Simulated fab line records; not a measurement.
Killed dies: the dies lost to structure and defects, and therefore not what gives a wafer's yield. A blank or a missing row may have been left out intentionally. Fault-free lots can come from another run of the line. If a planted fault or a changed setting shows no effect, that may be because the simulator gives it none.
Comparing a struck lot with a sound one ; flow gf180mcu ; 27 steps out of a route of 602
Sound: wafers L685.3, L685.5, L685.6. Wafers L691.1, L691.3, L691.6 were the ones struck. Last of all comes the cause.
At each step with rows: each side's tool, then ch and its chambers, then its first start. Under that, the readings that differ: sound wafers ; struck wafers ; difference of the means ; sigmas: that difference in standard deviations of wafers without a fault.
alike: words and numbers the same on both sides, and readings whose means are apart by under 2 such deviations; not compared: readings that were withheld, readings missing a value for some wafer, numbers with overlapping values and no deviation given by the record, and bounds like >300 which may hide the same value.
A row with sigmas, a row that says differs or no value, or rows on one side alone: a step with any of these is where the two part. Non-overlapping numbers with no deviation appear without sigmas and do not part them. A reading missing from all wafers of one side parts the sides only when that side holds two or more wafers.

first, 8 steps without rows for these wafers: GF_M3_PEB_12 (peb time 90 s); GF_M3_DEVELOP_13 (develop time 60 s); GF_M3_METAL_ETCH_16 (etches the open film in Cl2/BCl3, stops on SiO2, target depth 627.5 nm, time 104.6 s); GF_M3_STRIP_17 (strips in O2/N2); GF_M3_STRIP_18 (strips in post etch residue remover, time 1200 s); GF_M3_CLEAN_19 (cleans in DIW); GF_V3_CVD_00 (deposits SiO2, target thk 600 nm, time 100 s); GF_V3_CVD_02 (deposits SiO2 from TEOS, target thk 850 nm, time 94.851 s).
GF_V3_CMP_04: polishes SiO2.
  sound on cmp-02 ch 0,1,2, day 24 17:25; struck on cmp-02 ch 0,2,3, day 26 16:10
reading;sound;struck;difference;sigmas
time-to-endpoint-s (s);72 79 74;105 106 109;+32;+6
model.SiO2_of_V3_CVD_02.thk-nm (nm);632.3 633 632.3;570.5 571.1 568.6;-62.5;
  alike: motor-current-A
then, 9 steps without rows for these wafers: GF_V3_DEHYDRATE_06 (time 60 s); GF_V3_HMDS_07 (prime time 60 s); GF_V3_COAT_08; GF_V3_COAT_09 (resist thk 1000 nm); GF_V3_SOFTBAKE_10 (time 60 s); GF_V3_EXPOSE_11 (exposes mask Via3, target cd 260 nm); GF_V3_PEB_12 (peb time 90 s); GF_V3_DEVELOP_13 (develop time 60 s); GF_V3_ETCH_16 (etches BARC in N2/H2).
GF_V3_ETCH_17: etches SiO2 in C4F8/O2/Ar, stops on TiN, target depth 635 nm.
  sound: rie-diel-02 ch 1,2,3; struck: rie-diel-01 ch 2,3
reading;sound;struck;difference;sigmas
oes-product-au (a.u.);0.853 0.854 0.847;0.807 0.814 0.818;-0.038;-8
model.etch.depth-nm (nm);632.3 633 632.3;570.5 571.1 568.6;-62.5;
model.V3.feature-depth-nm (nm);632.3 633 632.3;570.5 571.1 568.6;-62.5;
then, 6 steps without rows for these wafers: GF_V3_STRIP_18 (strips in O2/N2); GF_V3_STRIP_19 (strips in post etch residue remover, time 1200 s); GF_V3_CLEAN_20 (cleans in DIW); GF_V3_SPUTTER_21 (material Ti, target thk 15 nm, time 80.02 s); GF_V3_SPUTTER_22 (material TiN, target thk 10 nm, time 40 s); GF_V3_CVD_23 (deposits W, target thk 350 nm, time 104.9 s).
GF_V3_CMP_26: polishes, stops on SiO2, t overpolish 15 s, target thk 0 nm.
  sound on cmp-02 ch 2,3, day 25 16:38; struck on cmp-01 ch 0,2, day 27 13:55
reading;sound;struck;difference;sigmas
model.SiO2_of_V3_CVD_02.thk-nm (nm);628.5 629.3 628.5;566.7 567.4 564.9;-62.4;
  alike: motor-current-A
then, 1 step without rows for these wafers: GF_M4_SPUTTER_00 (material Ti, target thk 37.5 nm, time 150 s).

== WHERE THEY PART ==
Last at GF_V3_ETCH_17 as far as this record goes, first at GF_V3_CMP_04. Later steps at which nothing parts them and some readings are alike: GF_V3_CMP_26.

WHY: what had been put in by the simulator
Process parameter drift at GF_V3_CMP_04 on cmp-02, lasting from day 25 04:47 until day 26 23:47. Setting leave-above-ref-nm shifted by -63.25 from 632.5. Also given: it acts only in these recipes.
